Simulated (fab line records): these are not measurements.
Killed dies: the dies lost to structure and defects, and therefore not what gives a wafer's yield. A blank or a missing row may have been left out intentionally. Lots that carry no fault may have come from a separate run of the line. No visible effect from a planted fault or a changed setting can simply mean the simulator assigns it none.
Which tool did it? ; flow sky130 ; 15 lots, 45 wafers sampled, at 1 step of a route of 708

== WHAT EACH GAUGE READ, for each wafer ==
No reading from a measuring or inspecting step in the record can be judged against a usual standard deviation.

== WHAT TOOL EACH LOT RAN ON (gives the tool, then ch and the chambers of the sampled wafers, and finally the start) ==
lot;SKY_VIA3_PEB_10
L925;litho track-01 ch 0, day 39 16:00
L926;litho track-01 ch 0, day 40 07:00
L927;litho track-02 ch 0, day 41 01:00
L929;litho track-04, day 41 08:00
L930;litho track-01, day 41 11:00
L932;litho track-04, day 41 15:00
L937;litho track-02 ch 0, day 44 01:00
L938;litho track-02 ch 0, day 44 05:00
L941;litho track-04 ch 0, day 44 09:00
L940;litho track-04 ch 0, day 44 11:00
L943;litho track-01 ch 0, day 44 23:00
L944;litho track-04 ch 0, day 45 00:00
L946;litho track-01 ch 0, day 45 12:00
L945;litho track-04 ch 0, day 45 13:00
L947;litho track-02 ch 0, day 45 21:00
- SKY_VIA3_PEB_10

== WHAT THE TOOLS THEMSELVES READ (means of the sampled wafers that have a number; where no wafer has one, the mark that the record gives instead) ==
SKY_VIA3_PEB_10.
lot;tool;exhaust pa (Pa)
L925;litho track-01;44.7
L926;litho track-01;44.8
L927;litho track-02;45.8
L929;litho track-04;-
L930;litho track-01;-
L932;litho track-04;-
L937;litho track-02;44.8
L938;litho track-02;44.7
L941;litho track-04;45.5
L940;litho track-04;45.7
L943;litho track-01;45.6
L944;litho track-04;44.1
L946;litho track-01;43.7
L945;litho track-04;44.2
L947;litho track-02;45.6

== THE ANSWER, worked out from the rows above alone ==
Rule: usual is defined by the lots themselves. The widest of any qualifying gaps counts: lots, ordered by their means at a reading, are off when they make up no more than a third of the lots, leave a main group of 4 or more, and stand apart from it by 3 or more times the standard deviation of that group's means. If all means in a main group match to the digits the tables above print for the reading, that group is not used. A lot without any number at a reading at which 4 lots or more have one is off too. All remaining lots with rows at the step are treated as sound. Order of review: gauges by route order, followed by the tools' own readings, for which a lot's mean as printed above is used. At the first step where some lot is off, the reading lying furthest off is the one used; lots without a number count as furthest.
Off at SKY_VIA3_PEB_10 (exhaust pa): L929, L930, L932. Without a number there: L929, L930, L932. The main group has a mean of 44.9 Pa with a standard deviation of 0.67.
A tool fits if, at that step or a process step before it, it ran every lot that is off, and no sound lot after the first of them. None of those tried fits.

== WHAT WAS PUT IN BY THE SIMULATOR ==
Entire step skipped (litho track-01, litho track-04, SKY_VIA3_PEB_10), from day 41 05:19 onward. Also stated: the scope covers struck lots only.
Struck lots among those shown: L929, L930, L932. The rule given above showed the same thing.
